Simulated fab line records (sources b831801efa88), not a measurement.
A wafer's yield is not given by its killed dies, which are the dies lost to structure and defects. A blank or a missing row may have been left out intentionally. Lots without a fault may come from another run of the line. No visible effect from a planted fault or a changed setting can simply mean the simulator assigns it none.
Comparing a struck lot with a sound one :: flow gf180mcu :: 15 steps out of a route of 602
Sound: wafers L543.1, L543.3, L543.5. Struck: wafer L546.5. The cause is given at the end.
For every step that has rows: the tool of each side, followed by ch and its chambers, followed by its first start. Under that, the readings that differ: sound wafers :: struck wafers :: difference of the means :: sigmas: that difference in standard deviations of wafers without a fault.
alike: words and numbers the same on both sides, and readings whose means are apart by under 2 such deviations; not compared: readings that were withheld, readings missing a value for some wafer, numbers with overlapping values and no deviation given by the record, and bounds like >300 which may hide the same value.
Wherever a step has rows on one side only, a row that says differs or no value, or a row with sigmas, the two part there. Non-overlapping numbers with no deviation appear without sigmas and do not part them. A reading missing from all wafers of one side parts the sides only when that side holds two or more wafers.

GF_V1_BOW_MEAS_05:
  sound on film-metro-03 at day 19 14:31; struck on film-metro-02 at day 20 11:49
  alike: V1_BOW
then, 8 steps without rows for these wafers: GF_V1_DEHYDRATE_06 (time 60 s); GF_V1_HMDS_07 (prime time 60 s); GF_V1_COAT_08; GF_V1_COAT_09 (resist thk 1000 nm); GF_V1_SOFTBAKE_10 (time 60 s); GF_V1_EXPOSE_11 (exposes mask Via1, target cd 260 nm); GF_V1_PEB_12 (peb time 90 s); GF_V1_DEVELOP_13 (develop time 60 s).
GF_V1_CD_MEAS_14: the cd target is 260 nm.
  sound on cd-sem-01 at day 20 14:30; struck on cd-sem-01 at day 21 11:38
  alike: cd-nm
GF_V1_OVL_MEAS_15:
  sound on overlay-02 at day 20 14:37; struck on overlay-02 at day 21 11:41
reading: V1_OVL (nm)
sound: 13 11 6
struck: -3
difference: -13
sigmas: -2
GF_V1_ETCH_16: etches BARC in N2/H2.
  sound on rie-diel-03 ch 0,2,3, day 20 14:39; struck on rie-diel-03 ch 0, day 21 11:43
  alike: drypump-motor-current-A, oes-product-au, rf-fwd-power-W, throttle-valve-pct
GF_V1_ETCH_17: etches SiO2 in C4F8/O2/Ar, stops on TiN, target depth 630 nm.
  sound on rie-diel-03 ch 0,2,3, day 20 14:00; struck on rie-diel-03 ch 0, day 21 11:00
reading: rf-fwd-power-W (W)
sound: 1493 1497 1500
struck: 1255
difference: -242
sigmas: -55
  alike: oes-product-au
GF_V1_STRIP_18: strips in O2/N2.
  sound on plasma-asher-01 ch 0,1, day 20 14:47; struck on plasma-asher-02 ch 0, day 21 11:54
reading: heater-power-w (W)
sound: 334 345 349
struck: 293
difference: -50
sigmas: -2
  alike: drypump-motor-current-A, oes-product-au
  not compared: rf-hours-counter-h
GF_PASSIVATION_PROBE_99:
  rows exist in the record for the sound wafers here (prober-02, day 31 00:37), none for the struck ones

== WHERE THEY PART ==
Last at GF_PASSIVATION_PROBE_99 as far as this record goes, first at GF_V1_OVL_MEAS_15.

WHY: the cause the simulator had injected
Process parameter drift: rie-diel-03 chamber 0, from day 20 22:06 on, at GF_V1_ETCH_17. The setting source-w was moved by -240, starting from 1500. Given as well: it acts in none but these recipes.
